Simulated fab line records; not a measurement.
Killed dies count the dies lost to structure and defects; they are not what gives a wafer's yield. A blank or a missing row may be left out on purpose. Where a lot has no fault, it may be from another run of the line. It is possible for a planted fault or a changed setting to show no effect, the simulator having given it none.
A lot that was struck, set against a sound lot || flow sky130 || 16 out of 708 route steps
Sound: the wafers L655.2, L655.3, L655.4. Struck: wafer L651.5. (L651.4 of the same lot was not struck and is left out.) The cause comes at the end.
Each step with rows lists, per side, the tool, then ch with its chambers, then its first start. Under that, the readings that differ: sound wafers || struck wafers || difference of the means || sigmas: that difference in standard deviations of wafers without a fault.
alike: a reading whose means differ by less than 2 such deviations, as well as words and numbers matching on both sides. not compared: withheld readings; readings where some wafer has no value; bounds like >300 that might hide an equal value; numbers whose values overlap and for which the record gives no deviation.
A row with sigmas, a row that says differs or no value, or rows on one side alone: a step with any of these is where the two part. Numbers that have no deviation but don't overlap get no sigmas and don't part them. A reading that every wafer of one side lacks parts them only if that side has two wafers or more.

first, 8 steps without rows for these wafers: SKY_METAL1_DEHYDRATE_07 (time 60 s); SKY_METAL1_HMDS_08 (prime time 60 s); SKY_METAL1_COAT_09 (resist thk 60 nm); SKY_METAL1_COAT_10 (resist thk 450 nm); SKY_METAL1_SOFTBAKE_11 (time 90 s); SKY_METAL1_EXPOSE_12 (exposes mask MM1, target cd 140 nm); SKY_METAL1_PEB_13; SKY_METAL1_DEVELOP_14 (develop time 60 s).
SKY_METAL1_CD_MEAS_15 targets a cd of 140 nm.
  sound: cd_sem-01 at day 38 10:56; struck: cd_sem-01 at day 37 00:56
  alike: cd_nm
SKY_METAL1_OVL_MEAS_16:
  sound: overlay-02 at day 38 11:02; struck: overlay-01 at day 37 01:01
  alike: METAL1_OVL
SKY_METAL1_DESCUM_17: chemistry O2, time 8 s.
  sound on rie_metal-01 ch 0, day 38 11:04; struck on rie_metal-03 ch 1, day 37 01:02
{"reading": "drypump_motor_current_A (A)", "sound": "6.3 6.3 6.3", "struck": 5.1, "difference": -1.2, "sigmas": -2}
  alike: oes_product_au
  not compared: rf_hours_counter_h
SKY_METAL1_ETCH_18: etches BARC in N2/H2, stops on SiO2, time 45.9 s, target depth 60 nm.
  sound on rie_metal-01 ch 0, day 38 11:09; struck on rie_metal-03 ch 1, day 37 01:05
{"reading": "drypump_motor_current_A (A)", "sound": "6.3 6.3 6.3", "struck": 5.1, "difference": -1.2, "sigmas": -2}
  alike: oes_product_au, throttle_valve_pct
  not compared: rf_hours_counter_h
SKY_METAL1_METAL_ETCH_19: etches the open film in Cl2/BCl3, stops on SiO2, target depth 360 nm, time 78 s.
  sound on rie_metal-01 ch 0, day 38 11:17; struck on rie_metal-03 ch 1, day 37 01:09
{"reading": "model.KrF-thick_of_METAL1_COAT_10.thk_nm (nm)", "sound": "154.5 155.3 154.3", "struck": 46.67, "difference": -108.03, "sigmas": ""}
{"reading": "model.METAL1.cd_nm (nm)", "sound": "139.8 140.7 139.8", "struck": 127.3, "difference": -12.8, "sigmas": ""}
{"reading": "model.SiO2_of_CONTACT_HDPCVD_02.thk_nm (nm)", "sound": "326.7 325.5 326.9", "struck": 319.9, "difference": -6.5, "sigmas": ""}
  alike: drypump_motor_current_A, mfc_cl2_sccm, oes_product_au, throttle_valve_pct
  not compared: rf_hours_counter_h
SKY_METAL1_STRIP_20: strips in O2/N2.
  sound on plasma_asher-02 ch 0,1, day 38 11:26; struck on plasma_asher-02 ch 0, day 37 01:14
{"reading": "oes_product_au (a.u.)", "sound": "0.346 0.343 0.342", "struck": 0.282, "difference": -0.062, "sigmas": -13}
{"reading": "strip_time_to_endpoint_s (s)", "sound": "2.66 2.65 2.63", "struck": 1.45, "difference": -1.20, "sigmas": -29}
  alike: drypump_motor_current_A
  not compared: rf_hours_counter_h
then, 1 step without rows for these wafers: SKY_METAL1_STRIP_21 (strips in post etch residue remover, time 1200 s).
-- the record jumps here: 12 days lie between the struck wafers' starts before and after (it left off in module METAL1 and takes up again in module PAD_OPEN, whose first step shown is number 708 of the route) --
SKY_PAD_OPEN_PROBE_99:
  sound: prober-01 at day 49 22:31; struck: prober-01 at day 48 23:02
{"reading": "model.etest.met1.width_nm (nm)", "sound": "143 139.1 137.2", "struck": 134.2, "difference": -5.6, "sigmas": ""}
{"reading": "model.etest.met1.line_ohm_um", "sound": "0.9025 0.9362 0.9295", "struck": 0.9603, "difference": "+0.0376", "sigmas": ""}
  alike: defect_limited_yield, killed_at_M0_to_M3, killed_at_M4_up, killed_at_contacts, killed_at_front_end, killed_at_other, killed_dies, killed_open, killed_short, sort_bin_3_pad_short, sort_bin_5_function, sort_bin_6_memory, sort_n_pass, sort_yield_pct

## WHERE THEY PART
At SKY_METAL1_DESCUM_17 first; at SKY_METAL1_STRIP_20 last (within this record only). Later steps at which nothing parts them and some readings are alike: SKY_PAD_OPEN_PROBE_99.

WHY: the cause the simulator had injected
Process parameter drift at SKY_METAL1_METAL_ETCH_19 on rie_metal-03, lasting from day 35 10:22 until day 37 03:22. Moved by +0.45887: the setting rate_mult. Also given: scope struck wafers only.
